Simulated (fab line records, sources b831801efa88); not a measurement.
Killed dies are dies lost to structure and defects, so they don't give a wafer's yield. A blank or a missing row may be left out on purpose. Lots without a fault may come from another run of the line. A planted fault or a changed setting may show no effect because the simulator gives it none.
fab line records | flow gf180mcu
record lots=24 wafers=72 last_day=34
route steps=602 shown CONTACT@309 V1@350 M2@365 V2@394 M5@535
lots that met no fault: from a run of the same line without faults
start_h: hours from the record's first day to the start of the lot's first wafer shown | wait_h: hours since the lot's step before | " the same as in the row above | L1.1+2: a row that stands for several wafers | - no value, or no start given | * or withheld: withheld | < > ~ a bound
route shown NAME@n: a module of which the file shows steps, and the number in the route of the first | usual: mean/standard deviation of fault-free wafers | same: alike in all rows | chamber/n: place in a boat | sites: the reading at each site | _std_site: their standard deviation | _edge_site: outer sites' mean less inner sites' | radius_mm: how far each site lies from the wafer's centre | mask NAME#n: copy n | behind: the tool/chamber that last shaped the wafer | hold: why the lot was held/for how many hours/how that ended | device: the transistor (n, p or np) that didn't switch | end of line: the same wafers' tests at the end of the route | a step without rows: its recipe alone | killed: dies lost to structure and defects at the first sort, not the wafer's yield | map: a wafer's dies, x killed, . not, _ none there
set.NAME: the setting as run; set.NAME@STEP: as run at that earlier step | model.NAME: the simulator's own value behind a step, which no gauge read
steps of the route over a sample of lots; a table a step, a row a wafer
services: from which hour (start_h, from the record's first day; less than 0 if before it) a tool's chamber was out of use, for how many hours, and why
## steps
# step GF_CONTACT_SPUTTER_22
# recipe material=Ti target_thk_nm=15 chamber_pressure_pa=5 power_w=2500 substrate_temp_c=200 time_s=80.02
# usual throttle_valve_pct=30.1/0.75
# columns lot.wafer tool chamber start_h wait_h throttle_valve_pct
L074.1 pvd_sputter-03 - 368.87 0.0 29.7
L074.3 " - " " 29.9
L074.6 " - " " 29.9
L075.1 pvd_sputter-02 - 379.24 0.0 28.8
L075.2 " - " " 29.6
L075.4 " - " " 30.2
L076.1 pvd_sputter-03 - 383.44 0.0 29.9
L076.2 " - " " 30.1
L076.3 " - " " 31.0
L078.2 pvd_sputter-02 - 397.84 0.0 30.5
L078.3 " - " " 28.9
L078.5 " - " " 30.4
L077.4 pvd_sputter-02 - 400.54 0.0 29.7
L077.5 " - " " 29.4
L077.6 " - " " 28.8
L079.3 pvd_sputter-02 - 408.60 0.0 30.2
L079.4 " - " " 29.4
L079.5 " - " " 30.3
L080.2 pvd_sputter-01 - 417.28 0.0 29.2
L080.3 " - " " 30.7
L080.5 " - " " 31.0
L081.1 pvd_sputter-03 - 427.93 0.0 29.7
L081.2 " - " " 29.9
L081.4 " - " " 31.3
L082.3 pvd_sputter-02 - 429.57 0.0 29.5
L082.4 " - " " 29.1
L082.5 " - " " 30.3
L083.1 pvd_sputter-02 - 442.45 0.0 28.6
L083.2 " - " " 29.8
L083.6 " - " " 29.7
L084.1 pvd_sputter-03 - 452.73 0.0 30.0
L084.2 " - " " 29.7
L084.4 " - " " 31.5
L085.2 pvd_sputter-03 - 461.63 0.0 30.2
L085.3 " - " " 31.5
L085.5 " - " " 30.1
L086.3 pvd_sputter-03 - 471.01 0.0 29.8
L086.5 " - " " 31.2
L086.6 " - " " 29.8
L087.1 pvd_sputter-03 - 476.23 0.0 29.6
L087.3 " - " " 29.5
L087.6 " - " " 29.7
L088.1 pvd_sputter-03 - 488.80 0.0 30.3
L088.2 " - " " 29.9
L088.4 " - " " 29.7
L089.2 pvd_sputter-01 - 499.33 0.0 30.5
L089.3 " - " " 29.4
L089.4 " - " " 31.3
L090.1 pvd_sputter-03 - 504.48 0.0 30.2
L090.2 " - " " 29.6
L090.3 " - " " 31.3
L091.2 pvd_sputter-02 - 512.43 0.0 30.2
L091.4 " - " " 28.7
L091.6 " - " " 30.3
L092.4 pvd_sputter-03 - 522.03 0.0 29.9
L092.5 " - " " 31.3
L092.6 " - " " 29.8
L093.1 pvd_sputter-01 - 530.35 0.0 30.8
L093.2 " - " " 31.6
L093.3 " - " " 28.9
L094.1 pvd_sputter-03 - 532.99 0.0 29.9
L094.4 " - " " 30.0
L094.5 " - " " 29.6
L095.4 pvd_sputter-01 - 539.88 0.0 30.8
L095.5 " - " " 29.4
L095.6 " - " " 30.6
L096.2 pvd_sputter-02 - 549.14 0.0 29.0
L096.4 " - " " 30.4
L096.6 " - " " 29.7
L097.1 pvd_sputter-03 - 558.62 0.0 29.8
L097.5 " - " " 30.3
L097.6 " - " " 31.1
# step GF_V1_OVL_MEAS_15
# usual V1_OVL=1/5.5
# columns lot.wafer tool chamber start_h wait_h V1_OVL[nm]
L074.1 overlay-01 - 416.52 0.1 7
L074.3 " - " " -6
L074.6 " - " " -6
L075.1 overlay-01 - 432.59 0.1 9
L075.2 " - " " 9
L075.4 " - " " 6
L076.1 overlay-01 - 432.78 0.1 -2
L076.2 " - " " -8
L076.3 " - " " -2
L078.2 overlay-02 - 446.91 0.1 -3
L078.3 " - " " -1
L078.5 " - " " 2
L077.4 overlay-02 - 451.12 0.1 -6
L077.5 " - " " -5
L077.6 " - " " -4
L079.3 overlay-01 - 458.69 0.1 0
L079.4 " - " " -3
L079.5 " - " " 3
L080.2 overlay-02 - 469.08 0.1 3
L080.3 " - " " 0
L080.5 " - " " -1
L081.1 overlay-02 - 479.28 0.1 0
L081.2 " - " " 4
L081.4 " - " " 4
L082.3 overlay-01 - 480.24 0.1 0
L082.4 " - " " -7
L082.5 " - " " -4
L083.1 overlay-01 - 493.62 0.1 2
L083.2 " - " " 1
L083.6 " - " " 9
L084.1 overlay-02 - 503.20 0.1 3
L084.2 " - " " 7
L084.4 " - " " 5
L085.2 overlay-01 - 511.69 0.1 -5
L085.3 " - " " -2
L085.5 " - " " -3
L086.3 overlay-01 - 520.51 0.1 1
L086.5 " - " " -4
L086.6 " - " " -8
L087.1 overlay-02 - 526.58 0.1 -2
L087.3 " - " " -9
L087.6 " - " " -8
L088.1 overlay-01 - 537.80 0.1 -2
L088.2 " - " " -2
L088.4 " - " " -3
L089.2 overlay-02 - 546.93 0.1 0
L089.3 " - " " 3
L089.4 " - " " -5
L090.1 overlay-01 - 552.47 0.1 -3
L090.2 " - " " -2
L090.3 " - " " -1
L091.2 overlay-02 - 560.64 0.1 7
L091.4 " - " " 2
L091.6 " - " " 3
L092.4 overlay-01 - 568.87 0.1 4
L092.5 " - " " 9
L092.6 " - " " 7
L093.1 overlay-02 - 576.92 0.1 -2
L093.2 " - " " 0
L093.3 " - " " 1
L094.1 overlay-02 - 580.03 0.1 6
L094.4 " - " " 6
L094.5 " - " " 2
L095.4 overlay-01 - 586.65 0.1 -1
L095.5 " - " " 5
L095.6 " - " " 7
L096.2 overlay-02 - 594.73 0.1 10
L096.4 " - " " 11
L096.6 " - " " 5
L097.1 overlay-02 - 603.90 0.1 -3
L097.5 " - " " -9
L097.6 " - " " -2
# step GF_V1_THK_MEAS_25
# recipe thk_meas_gauge=xrf reads=W_of_V1_CVD_23
# usual V1_W_THK=359/5.3
# columns lot.wafer tool chamber start_h wait_h V1_W_THK[nm]
L074.1 film_metro-01 - 417.55 0.1 354
L074.3 " - " " 354
L074.6 " - " " 354
L075.1 film_metro-01 - 433.62 0.1 359
L075.2 " - " " 357
L075.4 " - " " 360
L076.1 film_metro-02 - 433.81 0.1 365
L076.2 " - " " 362
L076.3 " - " " 359
L078.2 film_metro-03 - 447.95 0.1 357
L078.3 " - " " 356
L078.5 " - " " 365
L077.4 film_metro-03 - 452.16 0.1 367
L077.5 " - " " 363
L077.6 " - " " 365
L079.3 film_metro-03 - 459.73 0.1 366
L079.4 " - " " 360
L079.5 " - " " 365
L080.2 film_metro-01 - 470.24 0.1 356
L080.3 " - " " 355
L080.5 " - " " 356
L081.1 film_metro-02 - 480.31 0.1 360
L081.2 " - " " 362
L081.4 " - " " 357
L082.3 film_metro-02 - 481.28 0.1 363
L082.4 " - " " 354
L082.5 " - " " 352
L083.1 film_metro-02 - 494.66 0.1 362
L083.2 " - " " 362
L083.6 " - " " 366
L084.1 film_metro-02 - 504.26 0.1 364
L084.2 " - " " 366
L084.4 " - " " 372
L085.2 film_metro-01 - 512.72 0.1 356
L085.3 " - " " 357
L085.5 " - " " 358
L086.3 film_metro-02 - 521.56 0.1 371
L086.5 " - " " 365
L086.6 " - " " 375
L087.1 film_metro-01 - 527.61 0.1 351
L087.3 " - " " 354
L087.6 " - " " 352
L088.1 film_metro-01 - 538.83 0.1 365
L088.2 " - " " 353
L088.4 " - " " 361
L089.2 film_metro-02 - 547.96 0.1 359
L089.3 " - " " 361
L089.4 " - " " 366
L090.1 film_metro-03 - 553.61 0.1 354
L090.2 " - " " 351
L090.3 " - " " 358
L091.2 film_metro-02 - 561.67 0.1 359
L091.4 " - " " 358
L091.6 " - " " 361
L092.4 film_metro-03 - 569.95 0.1 364
L092.5 " - " " 370
L092.6 " - " " 360
L093.1 film_metro-02 - 577.98 0.1 362
L093.2 " - " " 368
L093.3 " - " " 365
L094.1 film_metro-02 - 581.08 0.1 348
L094.4 " - " " 350
L094.5 " - " " 356
L095.4 film_metro-02 - 587.69 0.1 353
L095.5 " - " " 354
L095.6 " - " " 355
L096.2 film_metro-03 - 595.76 0.1 359
L096.4 " - " " 355
L096.6 " - " " 353
L097.1 film_metro-01 - 604.96 0.1 356
L097.5 " - " " 357
L097.6 " - " " 354
# step GF_M2_SPUTTER_03
# recipe material=Ti target_thk_nm=10 substrate_temp_c=300 chamber_pressure_pa=0.3 power_w=3000 time_s=6.7
# usual throttle_valve_pct=30.0/0.88
# columns lot.wafer tool chamber start_h wait_h throttle_valve_pct
L074.1 pvd_sputter-04 - 418.08 0.0 29.0
L074.3 " - " " 31.2
L074.6 " - " " 28.7
L075.1 pvd_sputter-01 - 434.14 0.0 30.5
L075.2 " - " " 29.0
L075.4 " - " " 29.2
L076.1 pvd_sputter-04 - 434.33 0.0 29.2
L076.2 " - " " 29.3
L076.3 " - " " 31.0
L078.2 pvd_sputter-01 - 448.46 0.0 30.4
L078.3 " - " " 29.4
L078.5 " - " " 30.7
L077.4 pvd_sputter-04 - 452.65 0.0 31.3
L077.5 " - " " 29.1
L077.6 " - " " 29.2
L079.3 pvd_sputter-04 - 460.23 0.0 31.0
L079.4 " - " " 29.3
L079.5 " - " " 29.2
L080.2 pvd_sputter-01 - 470.75 0.0 29.2
L080.3 " - " " 31.3
L080.5 " - " " 30.7
L081.1 pvd_sputter-03 - 480.83 0.0 29.7
L081.2 " - " " 31.3
L081.4 " - " " 30.2
L082.3 pvd_sputter-01 - 481.78 0.0 31.1
L082.4 " - " " 29.4
L082.5 " - " " 30.4
L083.1 pvd_sputter-01 - 495.18 0.0 29.3
L083.2 " - " " 29.3
L083.6 " - " " 31.1
L084.1 pvd_sputter-01 - 504.78 0.0 31.3
L084.2 " - " " 29.2
L084.4 " - " " 30.7
L085.2 pvd_sputter-01 - 513.23 0.0 30.5
L085.3 " - " " 29.5
L085.5 " - " " 29.4
L086.3 pvd_sputter-01 - 522.06 0.0 29.2
L086.5 " - " " 29.3
L086.6 " - " " 30.9
L087.1 pvd_sputter-01 - 528.13 0.0 29.3
L087.3 " - " " 31.7
L087.6 " - " " 30.7
L088.1 pvd_sputter-03 - 539.35 0.0 30.1
L088.2 " - " " 29.7
L088.4 " - " " 29.7
L089.2 pvd_sputter-01 - 548.47 0.0 30.9
L089.3 " - " " 28.9
L089.4 " - " " 29.4
L090.1 pvd_sputter-03 - 554.13 0.0 29.7
L090.2 " - " " 31.4
L090.3 " - " " 30.0
L091.2 pvd_sputter-01 - 562.18 0.0 29.1
L091.4 " - " " 31.3
L091.6 " - " " 30.5
L092.4 pvd_sputter-04 - 570.44 0.0 31.3
L092.5 " - " " 29.1
L092.6 " - " " 31.2
L093.1 pvd_sputter-04 - 578.52 0.0 28.7
L093.2 " - " " 29.1
L093.3 " - " " 31.2
L094.1 pvd_sputter-03 - 581.60 0.0 31.1
L094.4 " - " " 30.0
L094.5 " - " " 29.7
L095.4 pvd_sputter-03 - 588.18 0.0 31.3
L095.5 " - " " 29.7
L095.6 " - " " 29.4
L096.2 pvd_sputter-01 - 596.27 0.0 28.8
L096.4 " - " " 31.1
L096.6 " - " " 29.8
L097.1 pvd_sputter-04 - 605.48 0.0 29.6
L097.5 " - " " 29.4
L097.6 " - " " 28.8
# step GF_V2_PEB_12
# recipe peb_temp_c=135 peb_time_s=91.48 resist=KrF
# usual plate_sensor_t_centre_C=136.13/0.01 plate_sensor_t_edge_C=136.29/0.011
# columns lot.wafer tool chamber start_h wait_h plate_sensor_t_centre_C plate_sensor_t_edge_C
L074.1 litho_track-03 0 - - 136.13 136.3
L074.3 " 0 " " 136.13 136.31
L074.6 " 0 " " 136.14 136.29
L075.1 litho_track-04 0 - - 136.14 136.3
L075.2 " 0 " " 136.11 136.29
L075.4 " 0 " " 136.13 136.29
L076.1 litho_track-03 0 - - 136.13 136.28
L076.2 " 0 " " 136.12 136.29
L076.3 " 0 " " 136.13 136.29
L078.2 litho_track-04 0 - - 136.13 136.29
L078.3 " 0 " " 136.13 136.32
L078.5 " 0 " " 136.12 136.29
L077.4 litho_track-02 0 - - 136.12 136.31
L077.5 " 0 " " 136.13 136.3
L077.6 " 0 " " 136.13 136.29
L079.3 litho_track-03 0 - - 136.13 136.29
L079.4 " 0 " " 136.13 136.3
L079.5 " 0 " " 136.13 136.29
L080.2 litho_track-03 0 - - 136.13 136.3
L080.3 " 0 " " 136.1 136.3
L080.5 " 0 " " 136.13 136.29
L081.1 litho_track-04 0 - - 136.12 136.31
L081.2 " 0 " " 136.13 136.29
L081.4 " 0 " " 136.12 136.29
L082.3 litho_track-04 0 - - 136.14 136.29
L082.4 " 0 " " 136.12 136.29
L082.5 " 0 " " 136.14 136.29
L083.1 litho_track-03 0 - - 136.14 136.28
L083.2 " 0 " " 136.14 136.3
L083.6 " 0 " " 136.1 136.28
L084.1 litho_track-03 0 - - 136.13 136.29
L084.2 " 0 " " 136.13 136.28
L084.4 " 0 " " 136.14 136.28
L085.2 litho_track-03 0 - - 136.13 136.3
L085.3 " 0 " " 136.13 136.29
L085.5 " 0 " " 136.13 136.31
L086.3 litho_track-02 0 - - 136.12 136.29
L086.5 " 0 " " 136.14 136.3
L086.6 " 0 " " 136.13 136.3
L087.1 litho_track-02 0 - - 136.14 136.29
L087.3 " 0 " " 136.14 136.28
L087.6 " 0 " " 136.13 136.3
L088.1 litho_track-04 0 - - 136.11 136.31
L088.2 " 0 " " 136.15 136.29
L088.4 " 0 " " 136.12 136.27
L089.2 litho_track-02 0 - - 136.14 136.28
L089.3 " 0 " " 136.14 136.29
L089.4 " 0 " " 136.14 136.28
L090.1 litho_track-03 0 - - 136.14 136.3
L090.2 " 0 " " 136.14 136.28
L090.3 " 0 " " 136.12 136.31
L091.2 litho_track-04 0 - - 136.13 136.29
L091.4 " 0 " " 136.12 136.28
L091.6 " 0 " " 136.13 136.31
L092.4 litho_track-02 0 - - 136.13 136.28
L092.5 " 0 " " 136.15 136.29
L092.6 " 0 " " 136.12 136.29
L093.1 litho_track-03 0 - - 136.11 136.28
L093.2 " 0 " " 136.14 136.3
L093.3 " 0 " " 136.11 136.3
L094.1 litho_track-04 0 - - 136.13 136.3
L094.4 " 0 " " 136.14 136.32
L094.5 " 0 " " 136.13 136.29
L095.4 litho_track-04 0 - - 136.13 136.3
L095.5 " 0 " " 136.14 136.31
L095.6 " 0 " " 136.14 136.3
L096.2 litho_track-04 0 - - 136.13 136.3
L096.4 " 0 " " 136.13 136.26
L096.6 " 0 " " 136.13 136.31
L097.1 litho_track-03 0 - - 136.13 136.3
L097.5 " 0 " " 136.14 136.29
L097.6 " 0 " " 136.15 136.29
# step GF_M5_ETCH_09
# recipe chemistry=CF4/O2 target=Si3N4 target_depth_nm=52 source_w=800 bias_w=150 pressure_mtorr=150 cf4_flow_sccm=80 O2_flow_sccm=10 time_s=11.6
# usual drypump_motor_current_A=5.6/0.6 oes_product_au=0.999/0.0083 throttle_valve_pct=5.971/0.0085
# columns lot.wafer tool chamber start_h wait_h drypump_motor_current_A oes_product_au rf_hours_counter_h throttle_valve_pct
L074.1 rie_diel-04 2 610.26 0.0 5.5 0.982 1 5.969
L074.3 " 3 " " 4.9 0.993 13 5.954
L074.6 " 0 " " 5.6 1.005 - 5.973
L075.1 rie_diel-04 1 623.41 0.0 6.1 1.017 5 5.971
L075.2 " 3 " " 4.9 0.993 14 5.976
L075.4 " 0 " " 5.6 1.006 54 5.994
L076.1 rie_diel-04 3 624.96 0.0 4.9 1.004 14 5.964
L076.2 " 2 " " 5.5 0.987 2 5.969
L076.3 " 1 " " 6.1 1.001 5 5.971
L078.2 rie_diel-01 1 636.82 0.0 6.3 0.995 6 5.952
L078.3 " 2 " " 5.0 1.003 35 5.966
L078.5 " 3 " " 5.7 0.998 - 5.966
L077.4 rie_diel-01 1 641.03 0.0 6.3 0.998 6 5.973
L077.5 " 3 " " 5.8 0.994 - 5.969
L077.6 " 0 " " 6.5 1.012 - 5.976
L079.3 rie_diel-03 3 646.46 0.0 5.0 0.995 9 5.961
L079.4 " 0 " " 4.8 0.998 14 5.983
L079.5 " 1 " " 6.2 1.002 - 5.964
L080.2 rie_diel-03 1 655.28 0.0 6.2 1.006 12 5.975
L080.3 " 3 " " 5.0 0.995 9 5.995
L080.5 " 0 " " 4.7 1.001 - 5.968
L082.3 rie_diel-01 0 665.91 0.0 6.5 1.001 23 5.971
L082.4 " 0 " " 6.5 1.005 - 5.970
L082.5 " 3 " " 5.7 0.993 - 5.967
L081.1 rie_diel-04 0 666.26 0.0 5.6 1.018 55 5.963
L081.2 " 3 " " 4.9 0.998 15 5.970
L081.4 " 2 " " 5.5 1.002 3 5.970
L083.1 rie_diel-03 3 674.87 0.0 5.0 0.991 10 5.967
L083.2 " 2 " " 5.3 0.995 48 5.972
L083.6 " 0 " " 4.7 1.006 - 5.984
L084.1 rie_diel-01 0 689.47 0.0 6.5 1.007 24 5.979
L084.2 " 1 " " 6.3 0.993 8 5.980
L084.4 " 2 " " 5.0 1.003 37 5.975
L085.2 rie_diel-04 0 691.46 0.0 5.6 1.012 56 5.984
L085.3 " 2 " " 5.5 0.990 4 5.970
L085.5 " 1 " " 6.1 1.015 - 5.975
L086.3 rie_diel-01 1 696.37 0.0 6.4 1.009 8 5.975
L086.5 " 1 " " 6.3 1.005 - 5.978
L086.6 " 0 " " 6.6 1.003 - 5.974
L087.1 rie_diel-04 2 702.33 0.0 5.5 0.978 5 5.969
L087.3 " 0 " " 5.6 0.998 56 5.975
L087.6 " 3 " " 4.9 0.998 - 5.966
L088.1 rie_diel-01 1 712.27 0.0 6.4 0.996 9 5.971
L088.2 " 0 " " 6.5 1.000 25 5.978
L088.4 " 3 " " 5.8 1.000 27 5.974
L089.2 rie_diel-01 3 717.96 0.0 5.8 0.999 28 5.976
L089.3 " 2 " " 5.0 0.988 38 5.965
L089.4 " 0 " " 6.5 1.004 26 5.971
L090.1 rie_diel-04 1 723.38 0.0 6.1 1.001 8 5.975
L090.2 " 2 " " 5.5 0.978 6 5.958
L090.3 " 3 " " 4.9 1.010 17 5.967
L091.2 rie_diel-03 3 728.52 0.0 5.0 0.988 12 5.973
L091.4 " 2 " " 5.3 0.983 50 5.961
L091.6 " 3 " " 5.0 0.989 - 5.970
L092.4 rie_diel-01 2 737.33 0.0 5.0 0.994 39 5.966
L092.5 " 1 " " 6.3 0.995 - 5.975
L092.6 " 0 " " 6.5 0.997 - 5.980
L093.1 rie_diel-03 1 743.88 0.0 6.2 1.007 16 5.973
L093.2 " 2 " " 5.3 0.989 51 5.971
L093.3 " 0 " " 4.8 0.989 17 5.964
L094.1 rie_diel-03 1 745.67 0.0 6.2 0.997 16 5.986
L094.4 " 1 " " 6.2 0.992 - 5.966
L094.5 " 0 " " 4.8 1.004 - 5.967
L095.4 rie_diel-04 3 750.48 0.0 4.9 1.007 - 5.967
L095.5 " 2 " " 5.5 0.989 - 5.966
L095.6 " 0 " " 5.6 0.983 - 5.961
L096.2 rie_diel-03 0 757.81 0.0 4.8 0.998 17 5.975
L096.4 " 2 " " 5.3 0.995 52 5.967
L096.6 " 2 " " 5.3 0.991 - 5.962
L097.1 rie_diel-01 1 764.08 0.0 6.3 1.004 11 5.988
L097.5 " 0 " " 6.6 1.010 - 5.970
L097.6 " 1 " " 6.3 0.994 - 5.969
## services
# columns tool chamber start_h hours kind
rie_diel-01 2 346.84 22.9 repair
rie_diel-04 1 348.12 3.3 repair
pvd_sputter-02 - 372.60 4.0 repair
pvd_sputter-02 - 391.63 4.7 repair
pvd_sputter-02 - 393.45 2.8 repair
pvd_sputter-02 - 409.74 11.6 repair
rie_diel-01 1 451.12 13.4 repair
rie_diel-01 2 490.25 7.9 repair
rie_diel-01 2 499.70 9.7 repair
pvd_sputter-01 - 516.80 0.6 repair
rie_diel-01 - 527.03 0.8 repair
rie_diel-01 0 527.79 3.7 repair
rie_diel-01 2 554.01 11.3 repair
rie_diel-04 1 632.47 4.3 repair
rie_diel-04 3 648.38 8.7 repair
pvd_sputter-03 - 656.86 3.2 repair
rie_diel-01 - 661.25 0.6 repair
rie_diel-01 2 665.40 2.8 repair
pvd_sputter-02 - 672.93 5.3 repair
rie_diel-04 - 711.55 4.3 pm
pvd_sputter-01 - 715.90 5.5 repair
pvd_sputter-01 - 732.12 1.9 repair
rie_diel-04 1 741.88 15.4 repair
pvd_sputter-03 - 759.16 4.5 repair
## key
fault none
